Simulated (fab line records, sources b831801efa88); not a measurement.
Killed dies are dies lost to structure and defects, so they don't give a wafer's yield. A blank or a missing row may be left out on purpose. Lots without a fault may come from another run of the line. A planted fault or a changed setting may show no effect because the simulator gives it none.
fab line records | flow gf180mcu
record lots=5 wafers=15 last_day=34
route steps=602 shown V4@487 MIM@503
lots that met no fault: from a run of the same line without faults
start_h: hours from the record's first day to the start of the lot's first wafer shown | wait_h: hours since the lot's step before | " the same as in the row above | L1.1+2: a row that stands for several wafers | - no value, or no start given | * or withheld: withheld | < > ~ a bound
route shown NAME@n: a module of which the file shows steps, and the number in the route of the first | usual: mean/standard deviation of fault-free wafers | same: alike in all rows | chamber/n: place in a boat | sites: the reading at each site | _std_site: their standard deviation | _edge_site: outer sites' mean less inner sites' | radius_mm: how far each site lies from the wafer's centre | mask NAME#n: copy n | behind: the tool/chamber that last shaped the wafer | hold: why the lot was held/for how many hours/how that ended | device: the transistor (n, p or np) that didn't switch | end of line: the same wafers' tests at the end of the route | a step without rows: its recipe alone | killed: dies lost to structure and defects at the first sort, not the wafer's yield | map: a wafer's dies, x killed, . not, _ none there
set.NAME: the setting as run; set.NAME@STEP: as run at that earlier step | model.NAME: the simulator's own value behind a step, which no gauge read
lots at some steps of the route; a table a step, a row a wafer
services: from which hour (start_h, from the record's first day; less than 0 if before it) a tool's chamber was out of use, for how many hours, and why
## steps
# step GF_V4_EXPOSE_11
# recipe mask_id=Via4 target_cd_nm=260 na=0.68 source_shape=conventional sigma_outer=0.6 dose_mj=38
# same na=0.68
# columns lot.wafer tool chamber start_h wait_h mask
L077.2+3+4 krf_scanner-01 0 - - Via4#0
L080.2+3+4 krf_scanner-02 0 - - Via4#0
L081.2+3+6 krf_scanner-02 0 - - Via4#0
L082.4+5+6 krf_scanner-02 0 - - Via4#0
L095.1+2+6 krf_scanner-01 0 - - Via4#0
# step GF_V4_PEB_12
# recipe peb_temp_c=135 peb_time_s=90 resist=KrF
# usual exhaust_pa=45.1/0.86
# columns lot.wafer tool chamber start_h wait_h exhaust_pa
L077.2 litho_track-04 0 - - 44.4
L077.3 " 0 " " 45.4
L077.4 " 0 " " 44.8
L080.2 litho_track-04 0 - - 44.7
L080.3 " 0 " " 45.4
L080.4 " 0 " " 46.1
L081.2 litho_track-01 0 - - 44.6
L081.3 " 0 " " 44.6
L081.6 " 0 " " 45.0
L082.4 litho_track-04 0 - - 45.3
L082.5 " 0 " " 43.5
L082.6 " 0 " " 45.0
L095.1 litho_track-03 0 - - 45.9
L095.2 " 0 " " 46.5
L095.6 " 0 " " 45.6
# step GF_V4_DEVELOP_13
# recipe develop_time_s=60 resist=KrF dev_temp_c=21
# usual developer_temp_C=20.99/0.11 exhaust_pa=45.0/0.92
# columns lot.wafer tool chamber start_h wait_h developer_temp_C exhaust_pa
L077.2 litho_track-04 0 582.77 0.2 20.95 45.9
L077.3 " 0 " " 20.76 44.7
L077.4 " 0 " " 20.92 45.5
L080.2 litho_track-04 0 610.82 0.2 21.04 47.1
L080.3 " 0 " " 20.99 45.2
L080.4 " 0 " " 20.96 45.3
L081.2 litho_track-01 0 617.39 0.2 20.92 45.2
L081.3 " 0 " " 20.89 45.0
L081.6 " 0 " " 20.88 45.0
L082.4 litho_track-04 0 622.52 0.1 20.97 44.6
L082.5 " 0 " " 20.86 44.9
L082.6 " 0 " " 21.23 43.6
L095.1 litho_track-03 0 721.39 0.2 20.97 44.8
L095.2 " 0 " " 20.98 44.9
L095.6 " 0 " " 20.88 44.7
# step GF_V4_CD_MEAS_14
# recipe target_cd_nm=260
# usual cd_nm=259.8/1
# columns lot.wafer tool chamber start_h wait_h cd_nm
L077.2 cd_sem-02 - 582.91 0.1 261.6
L077.3 " - " " 259.8
L077.4 " - " " 259.3
L080.2 cd_sem-01 - 610.96 0.1 259.8
L080.3 " - " " 260.3
L080.4 " - " " 258.8
L081.2 cd_sem-02 - 617.54 0.1 260.6
L081.3 " - " " 259.9
L081.6 " - " " 260.9
L082.4 cd_sem-01 - 622.65 0.1 259.7
L082.5 " - " " 259.8
L082.6 " - " " 258.1
L095.1 cd_sem-02 - 721.64 0.2 262.7
L095.2 " - " " 262.3
L095.6 " - " " 262.1
# step GF_V4_OVL_MEAS_15
# usual V4_OVL=-1/6.2
# columns lot.wafer tool chamber start_h wait_h V4_OVL[nm]
L077.2 overlay-01 - 583.02 0.1 6
L077.3 " - " " 5
L077.4 " - " " 2
L080.2 overlay-01 - 611.07 0.1 11
L080.3 " - " " 3
L080.4 " - " " -1
L081.2 overlay-02 - 617.65 0.1 -4
L081.3 " - " " -12
L081.6 " - " " -11
L082.4 overlay-01 - 622.73 0.1 7
L082.5 " - " " -6
L082.6 " - " " -6
L095.1 overlay-01 - 721.76 0.1 -10
L095.2 " - " " 4
L095.6 " - " " -4
# step GF_V4_ETCH_16
# recipe chemistry=N2/H2 target_depth_a=withheld overetch_a=withheld time_s=withheld target=BARC ion_energy_ev=200 source_w=500 bias_w=100 pressure_mtorr=30 n2_flow_sccm=100 h2_flow_sccm=200
# usual drypump_motor_current_A=5.6/0.42 oes_product_au=0.853/0.0051 throttle_valve_pct=13.225/0.0089
# columns lot.wafer tool chamber start_h wait_h drypump_motor_current_A oes_product_au throttle_valve_pct
L077.2 rie_diel-02 3 583.05 0.0 6.5 0.854 13.235
L077.3 " 0 " " 6.3 0.850 13.218
L077.4 " 2 " " 4.9 0.851 13.208
L080.2 rie_diel-01 0 611.10 0.0 5.8 0.854 13.216
L080.3 " 1 " " 5.5 0.862 13.227
L080.4 " 1 " " 5.5 0.859 13.228
L081.2 rie_diel-04 1 617.68 0.0 5.4 0.859 13.235
L081.3 " 0 " " 5.4 0.853 13.230
L081.6 " 1 " " 5.4 0.848 13.224
L082.4 rie_diel-04 0 622.75 0.0 5.5 0.853 13.230
L082.5 " 2 " " 5.5 0.844 13.224
L082.6 " 1 " " 5.4 0.857 13.227
L095.1 rie_diel-02 1 721.79 0.0 5.3 0.846 13.236
L095.2 " 3 " " 6.5 0.862 13.223
L095.6 " 0 " " 6.3 0.845 13.230
# step GF_V4_ETCH_17
# recipe chemistry=C4F8/O2/Ar mask_material=KrF target=SiO2 stop_on=TiN source_w=1500 bias_w=1200 pressure_mtorr=40 c4f8_flow_sccm=withheld O2_flow_sccm=6 Ar_flow_sccm=300 time_s=withheld target_depth_a=6300
# usual oes_product_au=0.855/0.0042
# columns lot.wafer tool chamber start_h wait_h oes_product_au
L077.2 rie_diel-02 3 - - 0.862
L077.3 " 0 " " 0.860
L077.4 " 2 " " 0.854
L080.2 rie_diel-01 0 - - 0.853
L080.3 " 1 " " 0.849
L080.4 " 1 " " 0.858
L081.2 rie_diel-04 1 - - 0.855
L081.3 " 0 " " 0.858
L081.6 " 1 " " 0.856
L082.4 rie_diel-04 0 - - 0.857
L082.5 " 2 " " 0.847
L082.6 " 1 " " 0.860
L095.1 rie_diel-02 1 - - 0.858
L095.2 " 3 " " 0.861
L095.6 " 0 " " 0.856
# step GF_V4_STRIP_18
# recipe chemistry=O2/N2 power_w=1400 pressure_mtorr=1500 platen_temp_c=250 o2_flow_sccm=3000 n2_flow_sccm=300 overash_fraction=0.5
# usual drypump_motor_current_A=5.5/0.45 heater_power_w=325/36 oes_product_au=0.593/0.0046
# columns lot.wafer tool chamber start_h wait_h drypump_motor_current_A heater_power_w oes_product_au rf_hours_counter_h
L077.2 plasma_asher-02 0 583.18 - 5.3 320 0.581 47
L077.3 " 1 " " 5.0 332 0.594 -
L077.4 " 0 " " 5.4 316 0.604 -
L080.2 plasma_asher-02 1 611.23 - 5.0 327 0.592 50
L080.3 " 1 " " 5.0 330 0.592 -
L080.4 " 0 " " 5.3 316 0.589 -
L081.2 plasma_asher-02 0 617.80 - 5.3 317 0.594 51
L081.3 " 1 " " 5.0 326 0.600 -
L081.6 " 0 " " 5.3 320 0.594 -
L082.4 plasma_asher-01 1 622.91 - 5.6 405 0.592 -
L082.5 " 1 " " 5.6 409 0.591 -
L082.6 " 0 " " 6.3 329 0.581 -
L095.1 plasma_asher-04 1 721.92 - 5.1 321 0.591 99
L095.2 " 0 " " 5.9 274 0.587 99
L095.6 " 0 " " 5.9 274 0.596 -
# step GF_V4_STRIP_19
# recipe chemistry=post_etch_residue_remover time_s=1200 temp_c=72.5
# columns lot.wafer tool chamber start_h wait_h
L077.2+3+4 wet_bench-01 3 583.28 0.1
L080.2+3+4 wet_bench-02 1 611.33 0.1
L081.2+3+6 wet_bench-03 2 617.90 0.1
L082.4+5+6 wet_bench-03 2 622.97 0.0
L095.1+2+6 wet_bench-02 3 722.05 0.1
# step GF_V4_CLEAN_20
# recipe chemistry=DIW dry=n2_spin
# columns lot.wafer tool chamber start_h wait_h
L077.2+3+4 wet_bench-03 0 584.02 0.0
L080.2+3+4 wet_bench-03 0 611.67 0.0
L081.2+3+6 wet_bench-02 3 618.25 0.0
L082.4+5+6 wet_bench-02 1 623.32 0.0
L095.1+2+6 wet_bench-01 0 722.39 0.0
# step GF_V4_SPUTTER_21
# recipe material=Ti target_thk_nm=15 chamber_pressure_pa=5 power_w=2500 substrate_temp_c=200 time_s=80.02
# usual throttle_valve_pct=30.2/1.3
# columns lot.wafer tool chamber start_h wait_h throttle_valve_pct
L077.2 pvd_sputter-02 - 584.11 0.0 28.8
L077.3 " - " " 29.3
L077.4 " - " " 28.8
L080.2 pvd_sputter-04 - 611.76 0.0 28.3
L080.3 " - " " 30.0
L080.4 " - " " 30.5
L081.2 pvd_sputter-01 - 618.34 0.0 32.7
L081.3 " - " " 31.4
L081.6 " - " " 31.7
L082.4 pvd_sputter-01 - 623.41 0.0 30.3
L082.5 " - " " 30.8
L082.6 " - " " 30.1
L095.1 pvd_sputter-04 - 722.49 0.0 28.3
L095.2 " - " " 29.3
L095.6 " - " " 29.9
# step GF_V4_SPUTTER_22
# recipe material=TiN target_thk_nm=10 chamber_pressure_pa=5 power_w=4000 time_s=40
# usual throttle_valve_pct=30.2/1.3
# columns lot.wafer tool chamber start_h wait_h throttle_valve_pct
L077.2 pvd_sputter-02 - 584.17 0.0 28.9
L077.3 " - " " 29.2
L077.4 " - " " 29.1
L080.2 pvd_sputter-04 - 611.82 0.0 28.4
L080.3 " - " " 29.6
L080.4 " - " " 30.6
L081.2 pvd_sputter-01 - 618.40 0.0 32.8
L081.3 " - " " 31.5
L081.6 " - " " 31.6
L082.4 pvd_sputter-01 - 623.47 0.0 30.4
L082.5 " - " " 30.9
L082.6 " - " " 30.2
L095.1 pvd_sputter-04 - 722.55 0.0 28.7
L095.2 " - " " 29.0
L095.6 " - " " 29.9
# step GF_V4_CVD_23
# recipe material=W target_thk_nm=350 time_s=104.9 temp_c=400 pressure_torr=40
# usual heater_power_w=857/65
# columns lot.wafer tool chamber start_h wait_h heater_power_w
L077.2 cvd_w-02 1 584.21 0.0 907
L077.3 " 0 " " 820
L077.4 " 1 " " 899
L080.2 cvd_w-02 1 611.86 0.0 910
L080.3 " 1 " " 899
L080.4 " 0 " " 825
L081.2 cvd_w-02 1 618.44 0.0 898
L081.3 " 0 " " 800
L081.6 " 1 " " 905
L082.4 cvd_w-02 0 623.55 0.1 823
L082.5 " 1 " " 903
L082.6 " 0 " " 834
L095.1 cvd_w-02 1 722.59 0.0 876
L095.2 " 0 " " 795
L095.6 " 1 " " 875
# step GF_V4_RS_MEAS_24
# recipe thk_meas_gauge=four-point-probe reads=W_of_V4_CVD_23+TiN_of_V4_SPUTTER_22+Ti_of_V4_SPUTTER_21
# usual V4_W_RS=0.325/0.0038
# columns lot.wafer tool chamber start_h wait_h V4_W_RS[ohm/sq]
L077.2 film_metro-01 - 584.34 0.1 0.333
L077.3 " - " " 0.323
L077.4 " - " " 0.331
L080.2 film_metro-01 - 611.99 0.1 0.328
L080.3 " - " " 0.332
L080.4 " - " " 0.323
L081.2 film_metro-03 - 618.57 0.1 0.336
L081.3 " - " " 0.324
L081.6 " - " " 0.335
L082.4 film_metro-01 - 623.68 0.1 0.325
L082.5 " - " " 0.331
L082.6 " - " " 0.324
L095.1 film_metro-04 - 722.70 0.1 0.326
L095.2 " - " " 0.321
L095.6 " - " " 0.328
# step GF_V4_THK_MEAS_25
# recipe thk_meas_gauge=xrf reads=W_of_V4_CVD_23
# usual V4_W_THK=358/6.4
# columns lot.wafer tool chamber start_h wait_h V4_W_THK[nm]
L077.2 film_metro-01 - 584.45 0.1 351
L077.3 " - " " 367
L077.4 " - " " 358
L080.2 film_metro-01 - 612.10 0.1 358
L080.3 " - " " 353
L080.4 " - " " 364
L081.2 film_metro-03 - 618.68 0.1 351
L081.3 " - " " 362
L081.6 " - " " 348
L082.4 film_metro-01 - 623.77 0.1 360
L082.5 " - " " 358
L082.6 " - " " 361
L095.1 film_metro-04 - 722.82 0.1 349
L095.2 " - " " 356
L095.6 " - " " 349
# step GF_V4_CMP_26
# recipe stop_on=SiO2 down_force_psi=3.5 platen_rpm=60 t_overpolish_s=15 target_thk_nm=0 pad_velocity_m_s=0.94248
# usual motor_current_A=11.2/1.7 overpolish_run_s=14.999/0.0089 platen_rpm=60.00/0.041 time_to_endpoint_s=85.2/3
# columns lot.wafer tool chamber start_h wait_h motor_current_A overpolish_run_s platen_rpm time_to_endpoint_s
L077.2 cmp-01 3 584.50 0.0 10.6 14.988 59.96 81.5
L077.3 " 0 " " 11.0 14.996 59.97 83.0
L077.4 " 2 " " 11.1 14.994 60.06 81.7
L080.3 cmp-02 0 612.15 0.0 8.6 14.997 60.03 86.2
L080.4 " 1 " " 12.6 14.999 60.02 86.8
L080.2 " 2 " " 11.7 14.988 60.04 85.7
L081.3 cmp-02 1 618.78 0.1 12.5 15.024 59.95 84.5
L081.2 " 3 " " 9.2 14.992 59.95 81.1
L081.6 " 0 " " 8.8 14.998 60.00 82.0
L082.4 cmp-02 3 623.80 0.0 9.6 15.015 59.94 83.4
L082.5 " 3 " " 9.1 15.019 59.98 84.7
L082.6 " 0 " " 8.2 14.982 59.92 85.5
L095.1 cmp-01 0 722.88 0.1 11.1 14.997 59.98 86.1
L095.2 " 2 " " 11.4 14.994 60.01 86.8
L095.6 " 1 " " 14.4 15.006 60.05 82.1
# step GF_MIM_SPUTTER_00
# recipe material=Ti target_thk_nm=37.5 arriving_ion_energy_ev=80 substrate_temp_c=200 chamber_pressure_pa=2 power_w=4000 time_s=150
# usual throttle_valve_pct=29.7/1.1
# columns lot.wafer tool chamber start_h wait_h throttle_valve_pct
L077.2 pvd_sputter-03 - 584.80 0.2 32.4
L077.3 " - " " 30.5
L077.4 " - " " 29.5
L080.2 pvd_sputter-02 - 612.45 0.1 28.9
L080.3 " - " " 28.6
L080.4 " - " " 30.4
L081.2 pvd_sputter-02 - 619.03 0.1 28.7
L081.3 " - " " 28.7
L081.6 " - " " 28.8
L082.4 pvd_sputter-04 - 624.10 0.2 28.4
L082.5 " - " " 30.6
L082.6 " - " " 28.4
L095.1 pvd_sputter-04 - 723.18 0.2 30.6
L095.2 " - " " 29.8
L095.6 " - " " 28.3
# step GF_MIM_SPUTTER_01
# recipe material=TiN target_thk_nm=30 power_w=6500 time_s=25 chamber_pressure_pa=0.4
# usual throttle_valve_pct=29.7/1
# columns lot.wafer tool chamber start_h wait_h throttle_valve_pct
L077.2 pvd_sputter-03 - 584.90 0.1 32.3
L077.3 " - " " 30.6
L077.4 " - " " 29.8
L080.2 pvd_sputter-02 - 612.55 0.1 29.0
L080.3 " - " " 28.5
L080.4 " - " " 30.5
L081.2 pvd_sputter-02 - 619.13 0.1 28.9
L081.3 " - " " 29.1
L081.6 " - " " 28.9
L082.4 pvd_sputter-04 - 624.20 0.1 28.5
L082.5 " - " " 30.5
L082.6 " - " " 28.6
L095.1 pvd_sputter-04 - 723.28 0.1 30.6
L095.2 " - " " 29.9
L095.6 " - " " 28.3
# step GF_MIM_SPUTTER_02
# recipe material=AlCu target_thk_nm=450 power_w=10600 time_s=23.9 chamber_pressure_pa=0.4
# usual throttle_valve_pct=29.7/1
# columns lot.wafer tool chamber start_h wait_h throttle_valve_pct
L077.2 pvd_sputter-03 - 584.94 0.0 32.0
L077.3 " - " " 30.5
L077.4 " - " " 29.5
L080.2 pvd_sputter-02 - 612.58 0.0 28.8
L080.3 " - " " 29.0
L080.4 " - " " 30.3
L081.2 pvd_sputter-02 - 619.16 0.0 28.8
L081.3 " - " " 29.2
L081.6 " - " " 28.9
L082.4 pvd_sputter-04 - 624.23 0.0 28.7
L082.5 " - " " 30.5
L082.6 " - " " 28.7
L095.1 pvd_sputter-04 - 723.31 0.0 30.7
L095.2 " - " " 29.9
L095.6 " - " " 28.7
# step GF_MIM_SPUTTER_03
# recipe material=Ti target_thk_nm=10 substrate_temp_c=300 chamber_pressure_pa=0.3 power_w=3000 time_s=6.7
# usual throttle_valve_pct=29.6/1.1
# columns lot.wafer tool chamber start_h wait_h throttle_valve_pct
L077.2 pvd_sputter-03 - 584.97 0.0 32.1
L077.3 " - " " 30.4
L077.4 " - " " 29.5
L080.2 pvd_sputter-02 - 612.61 0.0 28.7
L080.3 " - " " 28.7
L080.4 " - " " 30.0
L081.2 pvd_sputter-02 - 619.19 0.0 28.4
L081.3 " - " " 28.9
L081.6 " - " " 28.7
L082.4 pvd_sputter-04 - 624.26 0.0 28.4
L082.5 " - " " 30.6
L082.6 " - " " 28.4
L095.1 pvd_sputter-04 - 723.34 0.0 30.8
L095.2 " - " " 29.7
L095.6 " - " " 28.2
# step GF_MIM_SPUTTER_04
# recipe material=TiN target_thk_nm=50 power_w=6500 time_s=41.7 chamber_pressure_pa=0.4
# usual throttle_valve_pct=29.7/1.1
# columns lot.wafer tool chamber start_h wait_h throttle_valve_pct
L077.2 pvd_sputter-03 - 584.99 0.0 32.5
L077.3 " - " " 30.4
L077.4 " - " " 29.4
L080.2 pvd_sputter-02 - 612.63 0.0 29.0
L080.3 " - " " 29.0
L080.4 " - " " 30.2
L081.2 pvd_sputter-02 - 619.21 0.0 28.5
L081.3 " - " " 28.8
L081.6 " - " " 28.5
L082.4 pvd_sputter-04 - 624.28 0.0 28.4
L082.5 " - " " 30.7
L082.6 " - " " 28.4
L095.1 pvd_sputter-04 - 723.36 0.0 31.0
L095.2 " - " " 30.0
L095.6 " - " " 28.5
# step GF_MIM_CVD_05
# recipe material=Si3N4 target_thk_nm=42 temp_max_c=400 temp_c=385 time_s=29.086 rf_w=450
# usual heater_power_w=629/77
# columns lot.wafer tool chamber start_h wait_h heater_power_w
L077.2 pecvd-01 2 585.03 0.0 561
L077.3 " 1 " " 618
L077.4 " 1 " " 626
L080.2 pecvd-01 0 612.67 0.0 674
L080.3 " 2 " " 551
L080.4 " 2 " " 534
L081.2 pecvd-04 1 619.25 0.0 550
L081.3 " 0 " " 707
L081.6 " 1 " " 541
L082.4 pecvd-04 1 624.34 0.0 519
L082.5 " 0 " " 704
L082.6 " 2 " " 567
L095.1 pecvd-02 0 723.40 0.0 585
L095.2 " 2 " " 773
L095.6 " 0 " " 583
# step GF_MIM_THK_MEAS_06
# recipe reads=Si3N4_of_MIM_CVD_05
# usual MIM_CVD_05_THK=41.9/0.59
# columns lot.wafer tool chamber start_h wait_h MIM_CVD_05_THK[nm]
L077.2 film_metro-03 - 585.07 0.0 42.1
L077.3 " - " " 42.2
L077.4 " - " " 42.7
L080.2 film_metro-02 - 612.71 0.0 41.9
L080.3 " - " " 41.7
L080.4 " - " " 42.3
L081.2 film_metro-01 - 619.29 0.0 41.2
L081.3 " - " " 41.2
L081.6 " - " " 41.8
L082.4 film_metro-03 - 624.38 0.0 42.1
L082.5 " - " " 41.8
L082.6 " - " " 42.0
L095.1 film_metro-01 - 723.44 0.0 41.0
L095.2 " - " " 41.0
L095.6 " - " " 41.7
# step GF_MIM_SPUTTER_07
# recipe material=TiN target_thk_nm=60 power_w=6500 time_s=50 chamber_pressure_pa=0.4
# usual throttle_valve_pct=29.9/1.2
# columns lot.wafer tool chamber start_h wait_h throttle_valve_pct
L077.2 pvd_sputter-03 - 585.12 0.0 29.5
L077.3 " - " " 28.3
L077.4 " - " " 32.1
L080.2 pvd_sputter-04 - 612.76 0.0 28.5
L080.3 " - " " 29.9
L080.4 " - " " 29.3
L081.2 pvd_sputter-03 - 619.34 0.0 32.3
L081.3 " - " " 28.4
L081.6 " - " " 32.3
L082.4 pvd_sputter-03 - 624.41 0.0 32.2
L082.5 " - " " 28.2
L082.6 " - " " 32.2
L095.1 pvd_sputter-03 - 723.50 0.1 32.5
L095.2 " - " " 28.0
L095.6 " - " " 29.7
# step GF_MIM_SPUTTER_08
# recipe material=AlCu target_thk_nm=200 power_w=10600 time_s=10.6 chamber_pressure_pa=0.4
# usual throttle_valve_pct=29.9/1.2
# columns lot.wafer tool chamber start_h wait_h throttle_valve_pct
L077.2 pvd_sputter-03 - 585.16 0.0 29.4
L077.3 " - " " 28.4
L077.4 " - " " 32.3
L080.2 pvd_sputter-04 - 612.81 0.0 28.5
L080.3 " - " " 29.6
L080.4 " - " " 29.1
L081.2 pvd_sputter-03 - 619.39 0.0 32.4
L081.3 " - " " 28.2
L081.6 " - " " 31.9
L082.4 pvd_sputter-03 - 624.46 0.0 32.3
L082.5 " - " " 28.2
L082.6 " - " " 32.5
L095.1 pvd_sputter-03 - 723.54 0.0 32.0
L095.2 " - " " 28.4
L095.6 " - " " 29.5
# step GF_MIM_SPUTTER_09
# recipe material=TiN target_thk_nm=35 power_w=6500 time_s=29.2 chamber_pressure_pa=0.4
# usual throttle_valve_pct=29.9/1.2
# columns lot.wafer tool chamber start_h wait_h throttle_valve_pct
L077.2 pvd_sputter-03 - 585.19 0.0 29.6
L077.3 " - " " 28.2
L077.4 " - " " 32.3
L080.2 pvd_sputter-04 - 612.83 0.0 28.4
L080.3 " - " " 29.9
L080.4 " - " " 29.4
L081.2 pvd_sputter-03 - 619.41 0.0 32.2
L081.3 " - " " 28.0
L081.6 " - " " 32.1
L082.4 pvd_sputter-03 - 624.48 0.0 32.1
L082.5 " - " " 27.8
L082.6 " - " " 32.1
L095.1 pvd_sputter-03 - 723.56 0.0 32.3
L095.2 " - " " 27.9
L095.6 " - " " 29.7
# step GF_MIM_RS_MEAS_10
# recipe thk_meas_gauge=four-point-probe reads=TiN_of_MIM_SPUTTER_09+AlCu_of_MIM_SPUTTER_08+TiN_of_MIM_SPUTTER_07
# usual MIM_ALCU_RS=0.1603/0.0018
# columns lot.wafer tool chamber start_h wait_h MIM_ALCU_RS[ohm/sq]
L077.2 film_metro-01 - 585.24 0.0 0.1601
L077.3 " - " " 0.1605
L077.4 " - " " 0.1604
L080.2 film_metro-03 - 612.88 0.0 0.1602
L080.3 " - " " 0.1624
L080.4 " - " " 0.1620
L081.2 film_metro-02 - 619.46 0.0 0.1606
L081.3 " - " " 0.1606
L081.6 " - " " 0.1600
L082.4 film_metro-03 - 624.57 0.1 0.1599
L082.5 " - " " 0.1597
L082.6 " - " " 0.1586
L095.1 film_metro-02 - 723.60 0.0 0.1635
L095.2 " - " " 0.1617
L095.6 " - " " 0.1626
# step GF_MIM_THK_MEAS_11
# recipe thk_meas_gauge=xrf reads=AlCu_of_MIM_SPUTTER_08
# usual MIM_ALCU_THK=198.0/2.1
# columns lot.wafer tool chamber start_h wait_h MIM_ALCU_THK[nm]
L077.2 film_metro-01 - 585.35 0.1 198.9
L077.3 " - " " 197.5
L077.4 " - " " 199.6
L080.2 film_metro-03 - 612.99 0.1 199.2
L080.3 " - " " 196.4
L080.4 " - " " 197.4
L081.2 film_metro-02 - 619.57 0.1 198.9
L081.3 " - " " 198.8
L081.6 " - " " 199.1
L082.4 film_metro-03 - 624.66 0.1 198.9
L082.5 " - " " 199.2
L082.6 " - " " 200.4
L095.1 film_metro-02 - 723.72 0.1 195.1
L095.2 " - " " 196.8
L095.6 " - " " 195.5
# step GF_MIM_DEHYDRATE_12
# recipe temp_c=200 time_s=60
# usual exhaust_pa=44.8/1
# columns lot.wafer tool chamber start_h wait_h exhaust_pa
L077.2 litho_track-01 0 595.64 10.3 46.5
L077.3 " 0 " " 44.5
L077.4 " 0 " " 46.4
L080.2 litho_track-01 0 622.44 9.4 45.1
L080.3 " 0 " " 44.6
L080.4 " 0 " " 44.9
L081.2 litho_track-03 0 628.52 8.9 44.9
L081.3 " 0 " " 45.5
L081.6 " 0 " " 44.5
L082.4 litho_track-01 0 634.79 10.1 45.7
L082.5 " 0 " " 45.2
L082.6 " 0 " " 44.2
L095.1 litho_track-02 0 731.83 8.1 45.0
L095.2 " 0 " " 45.3
L095.6 " 0 " " 44.6
# step GF_MIM_HMDS_13
# recipe prime_time_s=60 prime_temp_c=120
# usual exhaust_pa=45.0/0.73
# columns lot.wafer tool chamber start_h wait_h exhaust_pa
L077.2 litho_track-01 0 595.79 0.1 44.0
L077.3 " 0 " " 46.1
L077.4 " 0 " " 45.3
L080.2 litho_track-01 0 622.59 0.1 44.8
L080.3 " 0 " " 45.1
L080.4 " 0 " " 45.5
L081.2 litho_track-03 0 628.67 0.1 44.6
L081.3 " 0 " " 46.3
L081.6 " 0 " " 45.7
L082.4 litho_track-01 0 634.94 0.1 44.8
L082.5 " 0 " " 44.0
L082.6 " 0 " " 45.1
L095.1 litho_track-02 0 731.98 0.1 45.9
L095.2 " 0 " " 45.5
L095.6 " 0 " " 44.1
# step GF_MIM_COAT_14
# recipe resist=NOVOLAK spin_rpm=3000 resist_thk_nm=1000
# usual exhaust_pa=45.1/0.91
# columns lot.wafer tool chamber start_h wait_h exhaust_pa
L077.2 litho_track-01 0 595.94 0.1 43.7
L077.3 " 0 " " 42.5
L077.4 " 0 " " 42.9
L080.2 litho_track-01 0 622.74 0.1 45.3
L080.3 " 0 " " 46.2
L080.4 " 0 " " 45.0
L081.2 litho_track-03 0 628.82 0.1 45.6
L081.3 " 0 " " 45.7
L081.6 " 0 " " 46.9
L082.4 litho_track-01 0 635.09 0.1 43.7
L082.5 " 0 " " 44.7
L082.6 " 0 " " 45.0
L095.1 litho_track-02 0 732.13 0.1 45.2
L095.2 " 0 " " 46.8
L095.6 " 0 " " 44.8
# step GF_MIM_SOFTBAKE_15
# recipe temp_c=90 time_s=60 resist=NOVOLAK
# usual exhaust_pa=44.8/0.87
# columns lot.wafer tool chamber start_h wait_h exhaust_pa
L077.2 litho_track-01 0 596.09 0.1 44.7
L077.3 " 0 " " 45.1
L077.4 " 0 " " 44.9
L080.2 litho_track-01 0 622.89 0.1 45.8
L080.3 " 0 " " 46.0
L080.4 " 0 " " 43.9
L081.2 litho_track-03 0 628.97 0.1 43.7
L081.3 " 0 " " 44.6
L081.6 " 0 " " 45.0
L082.4 litho_track-01 0 635.24 0.1 47.1
L082.5 " 0 " " 45.9
L082.6 " 0 " " 46.1
L095.1 litho_track-02 0 732.28 0.1 45.9
L095.2 " 0 " " 45.8
L095.6 " 0 " " 45.7
# step GF_MIM_EXPOSE_16
# recipe mask_id=FuseTop target_cd_nm=2000 na=0.6 source_shape=conventional sigma_outer=0.6 dose_mj=140
# same na=0.6
# columns lot.wafer tool chamber start_h wait_h mask
L077.2+3+4 iline_stepper-01 0 - - FuseTop#0
L080.2+3+4 iline_stepper-02 0 - - FuseTop#0
L081.2+3+6 iline_stepper-01 0 - - FuseTop#0
L082.4+5+6 iline_stepper-02 0 - - FuseTop#0
L095.1+2+6 iline_stepper-01 0 - - FuseTop#0
# step GF_MIM_PEB_17
# recipe temp_c=withheld time_s=* resist=NOVOLAK
# usual exhaust_pa=45.2/0.87
# columns lot.wafer tool chamber start_h wait_h exhaust_pa
L077.2 litho_track-03 0 - - 45.1
L077.3 " 0 " " 42.7
L077.4 " 0 " " 44.3
L080.2 litho_track-03 0 - - 45.1
L080.3 " 0 " " 45.3
L080.4 " 0 " " 45.7
L081.2 litho_track-03 0 - - 46.2
L081.3 " 0 " " 45.7
L081.6 " 0 " " 43.1
L082.4 litho_track-01 0 - - 45.6
L082.5 " 0 " " 46.4
L082.6 " 0 " " 46.9
L095.1 litho_track-01 0 - - 45.6
L095.2 " 0 " " 45.0
L095.6 " 0 " " 46.3
# step GF_MIM_DEVELOP_18
# recipe develop_time_s=60 dev_temp_c=23
# usual developer_temp_C=22.99/0.11 exhaust_pa=45.0/0.83
# columns lot.wafer tool chamber start_h wait_h developer_temp_C exhaust_pa
L077.2 litho_track-03 0 606.37 0.1 23.07 45.4
L077.3 " 0 " " 23.13 45.4
L077.4 " 0 " " 23.14 46.2
L080.2 litho_track-03 0 633.22 0.1 23.08 45.1
L080.3 " 0 " " 23.02 46.3
L080.4 " 0 " " 23.02 45.4
L081.2 litho_track-03 0 639.02 0.1 23.15 44.1
L081.3 " 0 " " 23.09 42.8
L081.6 " 0 " " 22.93 44.7
L082.4 litho_track-01 0 649.74 0.1 23.05 44.5
L082.5 " 0 " " 22.98 45.0
L082.6 " 0 " " 23.09 46.0
L095.1 litho_track-01 0 740.32 0.1 22.89 44.7
L095.2 " 0 " " 23.02 45.3
L095.6 " 0 " " 23.11 45.3
## services
# columns tool chamber start_h hours kind
rie_diel-04 3 549.34 12.4 repair
cmp-02 - 551.21 0.2 repair
krf_scanner-02 - 565.67 1.3 pm
krf_scanner-02 - 566.97 1.0 pm
pvd_sputter-01 - 571.27 7.4 repair
cmp-02 - 572.21 4.0 pm
krf_scanner-02 - 580.66 4.4 pm
iline_stepper-01 - 583.63 2.7 repair
pvd_sputter-04 - 583.84 14.3 repair
rie_diel-04 0 593.00 7.8 repair
iline_stepper-01 - 622.92 2.5 repair
pvd_sputter-03 - 629.16 1.8 repair
cvd_w-02 1 631.22 4.6 repair
pvd_sputter-03 - 634.48 7.4 repair
wet_bench-02 - 635.17 1.9 pm
rie_diel-02 - 641.27 2.8 pm
krf_scanner-02 - 662.69 3.9 repair
rie_diel-04 - 664.38 14.6 pm
cvd_w-02 - 664.74 2.8 repair
krf_scanner-02 - 682.58 0.8 pm
krf_scanner-02 - 684.89 1.0 repair
pvd_sputter-02 - 687.37 6.2 repair
pvd_sputter-04 - 699.92 0.7 repair
plasma_asher-02 - 718.16 14.6 pm
## key
fault none
